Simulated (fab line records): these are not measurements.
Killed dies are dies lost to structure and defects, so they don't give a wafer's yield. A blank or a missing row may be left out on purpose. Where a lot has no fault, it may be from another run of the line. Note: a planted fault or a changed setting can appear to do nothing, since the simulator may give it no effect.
Which tool was responsible? :: flow sky130 :: 18 wafers from 6 lots sampled at 2 of the route's 708 steps

== WHAT EACH GAUGE READ, for each wafer ==
SKY_PWDE_OVL_MEAS_07.
lot: L351
measured: day 5 01:30
on: overlay-02
PWDE_OVL (nm): 2.0 3.7 2.8

lot: L354
measured: day 5 16:02
on: overlay-01
PWDE_OVL (nm): 3.3 3.4 3.5

lot: L356
measured: day 6 02:49
on: overlay-01
PWDE_OVL (nm): 1.4 3.3 1.7

lot: L358
measured: day 6 14:25
on: overlay-01
PWDE_OVL (nm): 2.5 0.9 -0.6

lot: L364
measured: day 8 00:49
on: overlay-02
PWDE_OVL (nm): -1.4 1.4 -2.6

lot: L366
measured: day 8 08:43
on: overlay-02
PWDE_OVL (nm): 0.0 -0.9 -0.8

== EACH LOT AND THE TOOL THAT RAN IT (in order: tool; ch and the chambers of the sampled wafers; start) ==
lot: L351
SKY_FIELD_ISO_ETCH_14: rie_diel-01 ch 2,3, day 3 03:02

lot: L354
SKY_FIELD_ISO_ETCH_14: rie_diel-04 ch 1,3, day 3 17:22

lot: L356
SKY_FIELD_ISO_ETCH_14: rie_diel-03 ch 0,1,2, day 4 06:59

lot: L358
SKY_FIELD_ISO_ETCH_14: rie_diel-04 ch 1,2,3, day 4 15:22

lot: L364
SKY_FIELD_ISO_ETCH_14: rie_diel-01 ch 0,1, day 5 23:53

lot: L366
SKY_FIELD_ISO_ETCH_14: rie_diel-04 ch 1,3, day 6 07:37
- SKY_FIELD_ISO_ETCH_14: etches BARC in N2/H2, stops on SiO2, time 45.9 s, target depth 60 nm.

== THE ANSWER, worked out from the rows above alone ==
Rule: the usual values come from the lots themselves. The widest of any qualifying gaps counts: lots, ordered by their means at a reading, are off when they make up no more than a third of the lots, leave a main group of 4 or more, and stand apart from it by 3 or more times the standard deviation of that group's means. The tables above print the reading to a certain number of digits; a main group whose means all agree to those digits is not used. Also off: a lot with no number at a reading for which 4 or more lots have one. Where the step has rows for the other lots, those lots are counted as sound.
No lot is off on any of the readings shown, so nothing can be concluded from this.

== WHAT HAD BEEN PUT IN BY THE SIMULATOR ==
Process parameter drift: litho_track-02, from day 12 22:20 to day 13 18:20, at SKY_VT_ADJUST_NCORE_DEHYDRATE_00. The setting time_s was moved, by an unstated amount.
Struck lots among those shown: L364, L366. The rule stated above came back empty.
